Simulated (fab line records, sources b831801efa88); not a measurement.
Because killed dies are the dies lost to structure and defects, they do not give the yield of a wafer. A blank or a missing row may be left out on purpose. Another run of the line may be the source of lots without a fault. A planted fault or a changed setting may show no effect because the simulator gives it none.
Problem report in the 8D (eight disciplines) form, filled by code | flow sky130 | the parts of the form that need people (team, actions taken, sign-off) are left out

1. THE PROBLEM
At SKY_SD_N_CD_MEAS_07, cd-nm averages 421.6 nm over 6 wafers from 2 lots, while fault-free wafers read 380.3 nm, standard deviation 2.7. Measured from the usual mean, that is +15 standard deviations.
The step: target cd 380 nm.
First seen on wafer L807.2, day 33 20:01, on cd-sem-01. Wafers with a number at this step in the record: 36, from 12 lots. The rule behind "out" and "out of limits": a value lying over 4 standard deviations away from the usual mean. The rest of the wafers with a number are treated as sound.

2. WHAT IT IS, AND WHAT IT ISN'T
question                    | is                     | is not
which readings at this step | cd-nm                  | -
which lots                  | L807, L810             | L793, L794, L796, L800, L801, L804, L809, L813, L815, L816
which wafers of those lots  | all that have a number | -
read on which gauges        | cd-sem-01              | cd-sem-02
when                        | from day 33 20:01      | up to then (21 sound wafers); but 9 sound wafers of L813, L815, L816 came after

3. WHAT RULES OUT EACH SUSPECT
Counting: any tool at a process step up to the reading is kept as a suspect provided that every lot that is out went through it and no sound lot did after the first of them.
- the gauge at SKY_SD_N_CD_MEAS_07 has been ruled out. All the wafers that are out were read on cd-sem-01, but those of them that SKY_SD_N_STRIP_11 has rows for are out there too, on other tools.
- litho-track-01 at SKY_SD_N_COAT_02 (resist thk 1140 nm): kept. Every lot that is out went through it, starting with L807 (day 33 06:20), and after that it ran no sound lot; the last sound lot it ran before then is L804 (day 31 00:35).
After counting, what remains is litho-track-01 at SKY_SD_N_COAT_02.

4. THE CAUSE (what the simulator had put in)
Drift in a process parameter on litho-track-01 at SKY_SD_N_COAT_02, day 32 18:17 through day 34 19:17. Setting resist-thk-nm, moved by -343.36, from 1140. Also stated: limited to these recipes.
After counting, this tool was the only one left.

5. SEQUENCE OF EFFECTS, ordered by route
Rows list readings where the struck wafers' mean (over those with a number) sits beyond 3 standard deviations from the usual. Readings are gone through only where the record gives a usual standard deviation; hours: the median, over the lots, of the time from a lot's start at the first step in this table giving one to that lot's start at this step; sigmas: the change measured in usual standard deviations.
hours | step                | reading                  | usual      | on struck wafers | change | sigmas
0     | SKY_SD_N_CD_MEAS_07 | cd-nm                    | 380.3 nm   | 421.6            | +41.3  | +15
0     | SKY_SD_N_STRIP_11   | oes-product-au           | 0.527 a.u. | 0.486            | -0.041 | -9.4
0     | SKY_SD_N_STRIP_11   | strip-time-to-endpoint-s | 22.52 s    | 18.63            | -3.89  | -93
Process steps it contains:
- SKY_SD_N_STRIP_11: strips in O2/N2.
At these later measuring or inspecting steps, every struck wafer for which the step has a row has a number for every such reading, and none has moved that far: SKY_SD_N_TW_MEAS_12.

6. WHAT WOULD HAVE CAUGHT IT SOONER
In this record the first reading out of limits at a measuring or inspecting step was taken at day 33 20:01, 26 hours after the fault began at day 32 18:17.
No tool reading at SKY_SD_N_COAT_02 that has a usual standard deviation in the record was out on any struck wafer, so an alarm limit of 4 standard deviations on those readings would not have fired.
By day 33 20:01 the whole set of lots that are out, 2 in number, had already begun SKY_SD_N_COAT_02 on litho-track-01. A hold on the tool at that time would have spared none of them.
